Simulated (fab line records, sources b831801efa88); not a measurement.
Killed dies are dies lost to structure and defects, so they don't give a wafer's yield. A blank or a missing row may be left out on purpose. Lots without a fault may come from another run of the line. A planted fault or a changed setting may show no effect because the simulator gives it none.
Which tool did it? | flow sky130 | 13 lots, 39 wafers sampled, at 1 step of a route of 708

WHAT THE GAUGES READ, wafer by wafer
SKY_VIA2_THK_MEAS_23: measures by xrf. Usual: VIA2_W_THK 410 nm, standard deviation 6.3.
lot  | measured     | on            | VIA2_W_THK (nm) | flag
L536 | day 36 08:00 | film_metro-04 | 408 406 413     |
L537 | day 36 22:17 | film_metro-04 | 414 409 408     |
L538 | day 37 00:42 | film_metro-02 | 400 408 407     |
L539 | day 37 08:59 | film_metro-02 | 401 398 402     |
L540 | day 37 11:52 | film_metro-04 | 417 414 412     |
L541 | day 38 07:20 | film_metro-01 | 426 428 427     |
L542 | day 38 11:29 | film_metro-01 | 421 423 422     |
L543 | day 38 13:28 | film_metro-04 | 404 409 407     |
L547 | day 39 18:43 | film_metro-02 | 413 413 417     |
L548 | day 40 05:57 | film_metro-02 | 401 404 413     |
L555 | day 42 19:20 | film_metro-04 | 409 410 419     |
L556 | day 42 23:11 | film_metro-02 | 407 406 404     |
L558 | day 43 15:24 | film_metro-02 | 408 412 404     |

WHICH TOOL RAN EACH LOT (tool, then ch and the chambers of the sampled wafers, then the start)
The record holds no process step before these readings.

WHAT THE TOOLS THEMSELVES READ (means of the sampled wafers that have a number; where no wafer has one, the mark that the record gives instead)
The record holds no such reading with a usual standard deviation.

THE ANSWER, worked out from the rows above alone
Rule: a lot is off if the mean of its wafers that have a number lies more than 3 standard deviations from the usual mean. A lot without any number at a reading at which 4 lots or more have one is off too. The other lots that the step has rows for count as sound. The gauges are gone through in route order, then the tools' own readings, and for those a lot's mean is taken as printed above. The first step at which some lot is off is used, and at that step the reading that is off furthest; a lot without a number counts as furthest.
No lot is off at any reading shown: from this, nothing can be told.

WHAT THE SIMULATOR HAD PUT IN
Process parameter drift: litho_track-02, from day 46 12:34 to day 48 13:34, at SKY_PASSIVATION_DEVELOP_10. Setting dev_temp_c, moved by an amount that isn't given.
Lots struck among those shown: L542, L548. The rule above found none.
